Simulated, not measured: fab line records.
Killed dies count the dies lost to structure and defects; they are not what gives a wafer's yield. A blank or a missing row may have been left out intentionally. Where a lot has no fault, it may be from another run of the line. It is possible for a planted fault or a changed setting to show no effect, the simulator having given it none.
fab line records / flow sky130 / part 2 of 2: steps 36 to 45 of 45
[record] lots = 5 wafers = 15 last_day = 50
route steps=708 shown POLY_CUT@314 SD_P@320 RES_XHIGH@332 SD_N@342
lots untouched by any fault: they come from a run of this same line in which no faults occurred
start_h: the number of hours between the record's first day and the start of the first shown wafer of the lot / wait_h: hours elapsed since this lot's preceding step / " unchanged from the row above / L1.1+2: several wafers, shown together as one row / - no value, or no start was given / * or withheld: withheld / < > ~ a bound
route shown NAME@n: names a module that has steps shown in the file, with the first one's number in the route / usual: mean/standard deviation taken from wafers without a fault / same: alike in all rows / chamber/n: place in a boat / sites: the reading at each site / _std_site: standard deviation across them / _edge_site: inner sites' mean taken away from outer sites' mean / radius_mm: for every site, how far away it sits from the centre of the wafer / mask NAME#n: copy n / behind: the last tool/chamber to shape the wafer / hold: why the lot went on hold/how many hours it stayed there/how the hold came to an end / device: the n, p or np transistor that did not switch / end of line: the route-end tests of the same wafers / for a step that has no rows: nothing shown but its recipe / killed: the dies lost at the first sort to structure and to defects; this is not the yield of the wafer / map: shows each die of a wafer: x if killed, . if not, _ if none is there
set.NAME: the setting that was run; set.NAME@STEP: the one run at that earlier step / model.NAME: the simulator's own value behind a step, which no gauge read
lots at selected steps of the route; one table per step, one row per wafer
services: a tool's chamber out of use, with start hour (start_h, from the record's first day; less than 0 if before it), hours out, and reason
[[steps]]
[step SKY_SD_N_CD_MEAS_07]
[recipe] target_cd_nm = 380
[usual] cd_nm = 380.3/2.4
lot.wafer=L085.4 tool=cd_sem-01 chamber=- start_h=751.75 wait_h=0.1 cd_nm=385.5
lot.wafer=L085.5 tool=cd_sem-01 chamber=- start_h=751.75 wait_h=0.1 cd_nm=387.3
lot.wafer=L085.6 tool=cd_sem-01 chamber=- start_h=751.75 wait_h=0.1 cd_nm=382.6
lot.wafer=L087.1 tool=cd_sem-02 chamber=- start_h=758.53 wait_h=0.1 cd_nm=380.7
lot.wafer=L087.3 tool=cd_sem-02 chamber=- start_h=758.53 wait_h=0.1 cd_nm=382.3
lot.wafer=L087.6 tool=cd_sem-02 chamber=- start_h=758.53 wait_h=0.1 cd_nm=382.8
lot.wafer=L091.1 tool=cd_sem-02 chamber=- start_h=794.18 wait_h=0.1 cd_nm=378.1
lot.wafer=L091.3 tool=cd_sem-02 chamber=- start_h=794.18 wait_h=0.1 cd_nm=380.5
lot.wafer=L091.5 tool=cd_sem-02 chamber=- start_h=794.18 wait_h=0.1 cd_nm=378.4
lot.wafer=L096.1 tool=cd_sem-02 chamber=- start_h=817.93 wait_h=0.1 cd_nm=377.9
lot.wafer=L096.3 tool=cd_sem-02 chamber=- start_h=817.93 wait_h=0.1 cd_nm=377.7
lot.wafer=L096.5 tool=cd_sem-02 chamber=- start_h=817.93 wait_h=0.1 cd_nm=380.0
lot.wafer=L097.2 tool=cd_sem-02 chamber=- start_h=832.40 wait_h=0.1 cd_nm=378.3
lot.wafer=L097.5 tool=cd_sem-02 chamber=- start_h=832.40 wait_h=0.1 cd_nm=377.7
lot.wafer=L097.6 tool=cd_sem-02 chamber=- start_h=832.40 wait_h=0.1 cd_nm=375.8
[step SKY_SD_N_OVL_MEAS_08]
[usual] SD_N_OVL = 0.9/1.3
lot.wafer=L085.4 tool=overlay-01 chamber=- start_h=751.83 wait_h=0.1 SD_N_OVL[nm]=1.3
lot.wafer=L085.5 tool=overlay-01 chamber=- start_h=751.83 wait_h=0.1 SD_N_OVL[nm]=1.0
lot.wafer=L085.6 tool=overlay-01 chamber=- start_h=751.83 wait_h=0.1 SD_N_OVL[nm]=-0.3
lot.wafer=L087.1 tool=overlay-02 chamber=- start_h=758.65 wait_h=0.1 SD_N_OVL[nm]=1.0
lot.wafer=L087.3 tool=overlay-02 chamber=- start_h=758.65 wait_h=0.1 SD_N_OVL[nm]=-0.1
lot.wafer=L087.6 tool=overlay-02 chamber=- start_h=758.65 wait_h=0.1 SD_N_OVL[nm]=0.6
lot.wafer=L091.1 tool=overlay-02 chamber=- start_h=794.30 wait_h=0.1 SD_N_OVL[nm]=0.3
lot.wafer=L091.3 tool=overlay-02 chamber=- start_h=794.30 wait_h=0.1 SD_N_OVL[nm]=0.9
lot.wafer=L091.5 tool=overlay-02 chamber=- start_h=794.30 wait_h=0.1 SD_N_OVL[nm]=1.0
lot.wafer=L096.1 tool=overlay-02 chamber=- start_h=818.05 wait_h=0.1 SD_N_OVL[nm]=1.2
lot.wafer=L096.3 tool=overlay-02 chamber=- start_h=818.05 wait_h=0.1 SD_N_OVL[nm]=0.4
lot.wafer=L096.5 tool=overlay-02 chamber=- start_h=818.05 wait_h=0.1 SD_N_OVL[nm]=2.0
lot.wafer=L097.2 tool=overlay-02 chamber=- start_h=832.51 wait_h=0.1 SD_N_OVL[nm]=2.0
lot.wafer=L097.5 tool=overlay-02 chamber=- start_h=832.51 wait_h=0.1 SD_N_OVL[nm]=2.1
lot.wafer=L097.6 tool=overlay-02 chamber=- start_h=832.51 wait_h=0.1 SD_N_OVL[nm]=1.4
[step SKY_SD_N_IMPLANT_09]
[recipe] species = As energy_kev = 50 dose_cm2 = 4e+15 tilt_deg = 0
lot.wafer=L085.4+5+6 tool=implanter-01 chamber=0 start_h=751.92 wait_h=0.1
lot.wafer=L087.1+3+6 tool=implanter-01 chamber=0 start_h=758.69 wait_h=0.0
lot.wafer=L091.1+3+5 tool=implanter-04 chamber=0 start_h=794.34 wait_h=0.0
lot.wafer=L096.1+3+5 tool=implanter-04 chamber=0 start_h=818.09 wait_h=0.0
lot.wafer=L097.2+5+6 tool=implanter-04 chamber=0 start_h=832.56 wait_h=0.0
[step SKY_SD_N_IMPLANT_10]
[recipe] species = P energy_kev = 20 dose_cm2 = 1e+14 tilt_deg = 0
lot.wafer=L085.4+5+6 tool=implanter-01 chamber=0 start_h=752.07 wait_h=0.1
lot.wafer=L087.1+3+6 tool=implanter-01 chamber=0 start_h=758.84 wait_h=0.1
lot.wafer=L091.1+3+5 tool=implanter-04 chamber=0 start_h=794.49 wait_h=0.1
lot.wafer=L096.1+3+5 tool=implanter-04 chamber=0 start_h=818.24 wait_h=0.1
lot.wafer=L097.2+5+6 tool=implanter-04 chamber=0 start_h=832.71 wait_h=0.1
[step SKY_SD_N_STRIP_11]
[recipe] chemistry = O2/N2 power_w = 1400 pressure_mtorr = 1500 platen_temp_c = withheld o2_flow_sccm = 3000 n2_flow_sccm = 300 overash_fraction = 0.5
[usual] drypump_motor_current_A = 5.8/0.54 oes_product_au = 0.527/0.0041 strip_time_to_endpoint_s = 22.55/0.038
lot.wafer=L085.4 tool=plasma_asher-04 chamber=0 start_h=752.18 wait_h=0.1 drypump_motor_current_A=4.7 oes_product_au=0.529 rf_hours_counter_h=- strip_time_to_endpoint_s=22.53
lot.wafer=L085.5 tool=plasma_asher-04 chamber=0 start_h=752.18 wait_h=0.1 drypump_motor_current_A=4.7 oes_product_au=0.531 rf_hours_counter_h=- strip_time_to_endpoint_s=22.57
lot.wafer=L085.6 tool=plasma_asher-04 chamber=1 start_h=752.18 wait_h=0.1 drypump_motor_current_A=5.4 oes_product_au=0.520 rf_hours_counter_h=- strip_time_to_endpoint_s=22.49
lot.wafer=L087.1 tool=plasma_asher-04 chamber=1 start_h=758.99 wait_h=0.1 drypump_motor_current_A=5.4 oes_product_au=0.523 rf_hours_counter_h=94 strip_time_to_endpoint_s=22.56
lot.wafer=L087.3 tool=plasma_asher-04 chamber=0 start_h=758.99 wait_h=0.1 drypump_motor_current_A=4.7 oes_product_au=0.526 rf_hours_counter_h=- strip_time_to_endpoint_s=22.57
lot.wafer=L087.6 tool=plasma_asher-04 chamber=0 start_h=758.99 wait_h=0.1 drypump_motor_current_A=4.7 oes_product_au=0.524 rf_hours_counter_h=- strip_time_to_endpoint_s=22.56
lot.wafer=L091.1 tool=plasma_asher-01 chamber=1 start_h=794.64 wait_h=0.1 drypump_motor_current_A=5.6 oes_product_au=0.534 rf_hours_counter_h=5 strip_time_to_endpoint_s=22.51
lot.wafer=L091.3 tool=plasma_asher-01 chamber=1 start_h=794.64 wait_h=0.1 drypump_motor_current_A=5.6 oes_product_au=0.520 rf_hours_counter_h=- strip_time_to_endpoint_s=22.50
lot.wafer=L091.5 tool=plasma_asher-01 chamber=0 start_h=794.64 wait_h=0.1 drypump_motor_current_A=5.8 oes_product_au=0.529 rf_hours_counter_h=- strip_time_to_endpoint_s=22.56
lot.wafer=L096.1 tool=plasma_asher-02 chamber=0 start_h=818.39 wait_h=0.1 drypump_motor_current_A=6.6 oes_product_au=0.527 rf_hours_counter_h=38 strip_time_to_endpoint_s=22.59
lot.wafer=L096.3 tool=plasma_asher-02 chamber=1 start_h=818.39 wait_h=0.1 drypump_motor_current_A=6.1 oes_product_au=0.533 rf_hours_counter_h=- strip_time_to_endpoint_s=22.55
lot.wafer=L096.5 tool=plasma_asher-02 chamber=0 start_h=818.39 wait_h=0.1 drypump_motor_current_A=6.6 oes_product_au=0.528 rf_hours_counter_h=- strip_time_to_endpoint_s=22.54
lot.wafer=L097.2 tool=plasma_asher-01 chamber=0 start_h=832.84 wait_h=0.1 drypump_motor_current_A=5.8 oes_product_au=0.531 rf_hours_counter_h=8 strip_time_to_endpoint_s=22.56
lot.wafer=L097.5 tool=plasma_asher-01 chamber=1 start_h=832.84 wait_h=0.1 drypump_motor_current_A=5.6 oes_product_au=0.529 rf_hours_counter_h=- strip_time_to_endpoint_s=22.55
lot.wafer=L097.6 tool=plasma_asher-01 chamber=0 start_h=832.84 wait_h=0.1 drypump_motor_current_A=5.8 oes_product_au=0.532 rf_hours_counter_h=- strip_time_to_endpoint_s=22.59
[step SKY_SD_N_TW_MEAS_12]
[usual] SD_N_TW = 3989/27
lot.wafer=L085.4 tool=film_metro-01 chamber=- start_h=752.28 wait_h=0.1 SD_N_TW=3958
lot.wafer=L085.5 tool=film_metro-01 chamber=- start_h=752.28 wait_h=0.1 SD_N_TW=3958
lot.wafer=L085.6 tool=film_metro-01 chamber=- start_h=752.28 wait_h=0.1 SD_N_TW=3977
lot.wafer=L087.1 tool=film_metro-03 chamber=- start_h=759.09 wait_h=0.1 SD_N_TW=3994
lot.wafer=L087.3 tool=film_metro-03 chamber=- start_h=759.09 wait_h=0.1 SD_N_TW=4016
lot.wafer=L087.6 tool=film_metro-03 chamber=- start_h=759.09 wait_h=0.1 SD_N_TW=4012
lot.wafer=L091.1 tool=film_metro-03 chamber=- start_h=794.74 wait_h=0.1 SD_N_TW=4009
lot.wafer=L091.3 tool=film_metro-03 chamber=- start_h=794.74 wait_h=0.1 SD_N_TW=4002
lot.wafer=L091.5 tool=film_metro-03 chamber=- start_h=794.74 wait_h=0.1 SD_N_TW=4010
lot.wafer=L096.1 tool=film_metro-03 chamber=- start_h=818.49 wait_h=0.1 SD_N_TW=4031
lot.wafer=L096.3 tool=film_metro-03 chamber=- start_h=818.49 wait_h=0.1 SD_N_TW=4035
lot.wafer=L096.5 tool=film_metro-03 chamber=- start_h=818.49 wait_h=0.1 SD_N_TW=4016
lot.wafer=L097.2 tool=film_metro-02 chamber=- start_h=832.95 wait_h=0.1 SD_N_TW=3989
lot.wafer=L097.5 tool=film_metro-02 chamber=- start_h=832.95 wait_h=0.1 SD_N_TW=3985
lot.wafer=L097.6 tool=film_metro-02 chamber=- start_h=832.95 wait_h=0.1 SD_N_TW=3988
[step SKY_SD_N_CLEAN_13]
[recipe] chemistry = SC1/SC2 mix = 1:4:20 temp_c = 70 time_s = 150 dry = n2_spin
[usual] bath_guard_temp_C = 69.8/0.5
lot.wafer=L085.4 tool=wet_bench-04 chamber=1 start_h=752.31 wait_h=0.0 bath_guard_temp_C=69.7
lot.wafer=L085.5 tool=wet_bench-04 chamber=1 start_h=752.31 wait_h=0.0 bath_guard_temp_C=69.7
lot.wafer=L085.6 tool=wet_bench-04 chamber=1 start_h=752.31 wait_h=0.0 bath_guard_temp_C=69.7
lot.wafer=L087.1 tool=wet_bench-02 chamber=1 start_h=759.15 wait_h=0.1 bath_guard_temp_C=69.0
lot.wafer=L087.3 tool=wet_bench-02 chamber=1 start_h=759.15 wait_h=0.1 bath_guard_temp_C=69.5
lot.wafer=L087.6 tool=wet_bench-02 chamber=1 start_h=759.15 wait_h=0.1 bath_guard_temp_C=69.7
lot.wafer=L091.1 tool=wet_bench-02 chamber=0 start_h=794.80 wait_h=0.1 bath_guard_temp_C=69.5
lot.wafer=L091.3 tool=wet_bench-02 chamber=0 start_h=794.80 wait_h=0.1 bath_guard_temp_C=69.4
lot.wafer=L091.5 tool=wet_bench-02 chamber=0 start_h=794.80 wait_h=0.1 bath_guard_temp_C=69.9
lot.wafer=L096.1 tool=wet_bench-04 chamber=0 start_h=818.55 wait_h=0.1 bath_guard_temp_C=70.1
lot.wafer=L096.3 tool=wet_bench-04 chamber=0 start_h=818.55 wait_h=0.1 bath_guard_temp_C=69.8
lot.wafer=L096.5 tool=wet_bench-04 chamber=0 start_h=818.55 wait_h=0.1 bath_guard_temp_C=69.8
lot.wafer=L097.2 tool=wet_bench-04 chamber=0 start_h=833.00 wait_h=0.0 bath_guard_temp_C=69.7
lot.wafer=L097.5 tool=wet_bench-04 chamber=0 start_h=833.00 wait_h=0.0 bath_guard_temp_C=69.6
lot.wafer=L097.6 tool=wet_bench-04 chamber=0 start_h=833.00 wait_h=0.0 bath_guard_temp_C=69.7
[step SKY_SD_N_RTA_14]
[recipe] temp_c = 1075 time_s = 2 idle_temp_c = 650 ramp_up_c_per_s = 150 ramp_down_c_per_s = 90 ambient = N2
[usual] lamp_power_pct = 15.74/0.052 wafer_temp_C_max = 1077.9/1.2
lot.wafer=L085.4 tool=rtp_anneal-01 chamber=0 start_h=752.40 wait_h=0.0 lamp_power_pct=15.67 wafer_temp_C_max=1077.3
lot.wafer=L085.5 tool=rtp_anneal-01 chamber=0 start_h=752.40 wait_h=0.0 lamp_power_pct=15.76 wafer_temp_C_max=1077.0
lot.wafer=L085.6 tool=rtp_anneal-01 chamber=0 start_h=752.40 wait_h=0.0 lamp_power_pct=15.75 wafer_temp_C_max=1077.0
lot.wafer=L087.1 tool=rtp_anneal-01 chamber=0 start_h=759.20 wait_h=0.0 lamp_power_pct=15.67 wafer_temp_C_max=1077.3
lot.wafer=L087.3 tool=rtp_anneal-01 chamber=0 start_h=759.20 wait_h=0.0 lamp_power_pct=15.68 wafer_temp_C_max=1077.4
lot.wafer=L087.6 tool=rtp_anneal-01 chamber=0 start_h=759.20 wait_h=0.0 lamp_power_pct=15.72 wafer_temp_C_max=1078.1
lot.wafer=L091.1 tool=rtp_anneal-01 chamber=0 start_h=794.85 wait_h=0.0 lamp_power_pct=15.72 wafer_temp_C_max=1081.1
lot.wafer=L091.3 tool=rtp_anneal-01 chamber=0 start_h=794.85 wait_h=0.0 lamp_power_pct=15.75 wafer_temp_C_max=1077.2
lot.wafer=L091.5 tool=rtp_anneal-01 chamber=0 start_h=794.85 wait_h=0.0 lamp_power_pct=15.67 wafer_temp_C_max=1079.2
lot.wafer=L096.1 tool=rtp_anneal-02 chamber=0 start_h=818.60 wait_h=0.0 lamp_power_pct=15.77 wafer_temp_C_max=1079.3
lot.wafer=L096.3 tool=rtp_anneal-02 chamber=0 start_h=818.60 wait_h=0.0 lamp_power_pct=15.74 wafer_temp_C_max=1078.3
lot.wafer=L096.5 tool=rtp_anneal-02 chamber=0 start_h=818.60 wait_h=0.0 lamp_power_pct=15.78 wafer_temp_C_max=1075.8
lot.wafer=L097.2 tool=rtp_anneal-01 chamber=0 start_h=833.06 wait_h=0.0 lamp_power_pct=15.79 wafer_temp_C_max=1078.8
lot.wafer=L097.5 tool=rtp_anneal-01 chamber=0 start_h=833.06 wait_h=0.0 lamp_power_pct=15.72 wafer_temp_C_max=1077.7
lot.wafer=L097.6 tool=rtp_anneal-01 chamber=0 start_h=833.06 wait_h=0.0 lamp_power_pct=15.62 wafer_temp_C_max=1078.8
[step SKY_SD_N_RS_MEAS_16]
[recipe] thk_meas_gauge = four-point-probe
[usual] SD_N_RS = 68.62/0.11
lot.wafer=L085.4 tool=film_metro-02 chamber=- start_h=752.60 wait_h=0.1 SD_N_RS[ohm/sq]=68.64
lot.wafer=L085.5 tool=film_metro-02 chamber=- start_h=752.60 wait_h=0.1 SD_N_RS[ohm/sq]=68.72
lot.wafer=L085.6 tool=film_metro-02 chamber=- start_h=752.60 wait_h=0.1 SD_N_RS[ohm/sq]=68.64
lot.wafer=L087.1 tool=film_metro-01 chamber=- start_h=759.37 wait_h=0.1 SD_N_RS[ohm/sq]=68.63
lot.wafer=L087.3 tool=film_metro-01 chamber=- start_h=759.37 wait_h=0.1 SD_N_RS[ohm/sq]=68.62
lot.wafer=L087.6 tool=film_metro-01 chamber=- start_h=759.37 wait_h=0.1 SD_N_RS[ohm/sq]=68.73
lot.wafer=L091.1 tool=film_metro-03 chamber=- start_h=795.02 wait_h=0.1 SD_N_RS[ohm/sq]=68.74
lot.wafer=L091.3 tool=film_metro-03 chamber=- start_h=795.02 wait_h=0.1 SD_N_RS[ohm/sq]=68.64
lot.wafer=L091.5 tool=film_metro-03 chamber=- start_h=795.02 wait_h=0.1 SD_N_RS[ohm/sq]=68.58
lot.wafer=L096.1 tool=film_metro-01 chamber=- start_h=818.77 wait_h=0.1 SD_N_RS[ohm/sq]=68.65
lot.wafer=L096.3 tool=film_metro-01 chamber=- start_h=818.77 wait_h=0.1 SD_N_RS[ohm/sq]=68.64
lot.wafer=L096.5 tool=film_metro-01 chamber=- start_h=818.77 wait_h=0.1 SD_N_RS[ohm/sq]=68.69
lot.wafer=L097.2 tool=film_metro-03 chamber=- start_h=833.25 wait_h=0.1 SD_N_RS[ohm/sq]=68.79
lot.wafer=L097.5 tool=film_metro-03 chamber=- start_h=833.25 wait_h=0.1 SD_N_RS[ohm/sq]=68.62
lot.wafer=L097.6 tool=film_metro-03 chamber=- start_h=833.25 wait_h=0.1 SD_N_RS[ohm/sq]=68.79
[step SKY_SD_N_RS_MEAS_17]
[recipe] thk_meas_gauge = four-point-probe
[usual] SD_P_RS = 147.3/0.36
lot.wafer=L085.4 tool=film_metro-02 chamber=- start_h=752.72 wait_h=0.1 SD_P_RS[ohm/sq]=147.5
lot.wafer=L085.5 tool=film_metro-02 chamber=- start_h=752.72 wait_h=0.1 SD_P_RS[ohm/sq]=147.2
lot.wafer=L085.6 tool=film_metro-02 chamber=- start_h=752.72 wait_h=0.1 SD_P_RS[ohm/sq]=146.8
lot.wafer=L087.1 tool=film_metro-01 chamber=- start_h=759.49 wait_h=0.1 SD_P_RS[ohm/sq]=147.2
lot.wafer=L087.3 tool=film_metro-01 chamber=- start_h=759.49 wait_h=0.1 SD_P_RS[ohm/sq]=147.3
lot.wafer=L087.6 tool=film_metro-01 chamber=- start_h=759.49 wait_h=0.1 SD_P_RS[ohm/sq]=147.9
lot.wafer=L091.1 tool=film_metro-03 chamber=- start_h=795.14 wait_h=0.1 SD_P_RS[ohm/sq]=147.5
lot.wafer=L091.3 tool=film_metro-03 chamber=- start_h=795.14 wait_h=0.1 SD_P_RS[ohm/sq]=147.5
lot.wafer=L091.5 tool=film_metro-03 chamber=- start_h=795.14 wait_h=0.1 SD_P_RS[ohm/sq]=147.3
lot.wafer=L096.1 tool=film_metro-01 chamber=- start_h=818.89 wait_h=0.1 SD_P_RS[ohm/sq]=147.2
lot.wafer=L096.3 tool=film_metro-01 chamber=- start_h=818.89 wait_h=0.1 SD_P_RS[ohm/sq]=147.2
lot.wafer=L096.5 tool=film_metro-01 chamber=- start_h=818.89 wait_h=0.1 SD_P_RS[ohm/sq]=147.4
lot.wafer=L097.2 tool=film_metro-03 chamber=- start_h=833.37 wait_h=0.1 SD_P_RS[ohm/sq]=148.2
lot.wafer=L097.5 tool=film_metro-03 chamber=- start_h=833.37 wait_h=0.1 SD_P_RS[ohm/sq]=147.7
lot.wafer=L097.6 tool=film_metro-03 chamber=- start_h=833.37 wait_h=0.1 SD_P_RS[ohm/sq]=148.0
[[services]]
tool=iline_stepper-02 chamber=- start_h=658.46 hours=4.3 kind=pm
tool=iline_stepper-02 chamber=- start_h=663.77 hours=6.6 kind=repair
tool=iline_stepper-01 chamber=- start_h=678.43 hours=1.7 kind=pm
tool=rie_diel-03 chamber=2 start_h=683.25 hours=3.7 kind=repair
tool=plasma_asher-02 chamber=- start_h=686.47 hours=2.8 kind=pm
tool=implanter-04 chamber=- start_h=694.39 hours=2.3 kind=repair
tool=rie_diel-03 chamber=- start_h=703.94 hours=0.5 kind=repair
tool=rie_diel-03 chamber=- start_h=704.36 hours=0.2 kind=repair
tool=rie_diel-03 chamber=0 start_h=708.00 hours=8.7 kind=repair
tool=implanter-04 chamber=- start_h=710.56 hours=2.1 kind=repair
tool=rie_diel-03 chamber=3 start_h=716.93 hours=8.7 kind=repair
tool=rie_diel-03 chamber=1 start_h=720.08 hours=31.5 kind=repair
tool=implanter-04 chamber=- start_h=725.35 hours=2.3 kind=repair
tool=rie_diel-01 chamber=2 start_h=732.26 hours=10.7 kind=repair
tool=plasma_asher-01 chamber=- start_h=733.75 hours=9.0 kind=pm
tool=implanter-04 chamber=- start_h=746.95 hours=2.8 kind=repair
tool=rie_diel-01 chamber=3 start_h=749.35 hours=9.6 kind=repair
tool=implanter-03 chamber=- start_h=766.53 hours=0.5 kind=repair
tool=implanter-03 chamber=- start_h=772.76 hours=5.6 kind=pm
tool=implanter-04 chamber=- start_h=814.13 hours=2.6 kind=pm
tool=iline_stepper-02 chamber=- start_h=821.41 hours=1.7 kind=pm
tool=implanter-03 chamber=- start_h=830.56 hours=4.0 kind=repair
tool=iline_stepper-01 chamber=- start_h=830.61 hours=1.4 kind=repair
tool=implanter-01 chamber=- start_h=832.08 hours=2.3 kind=repair
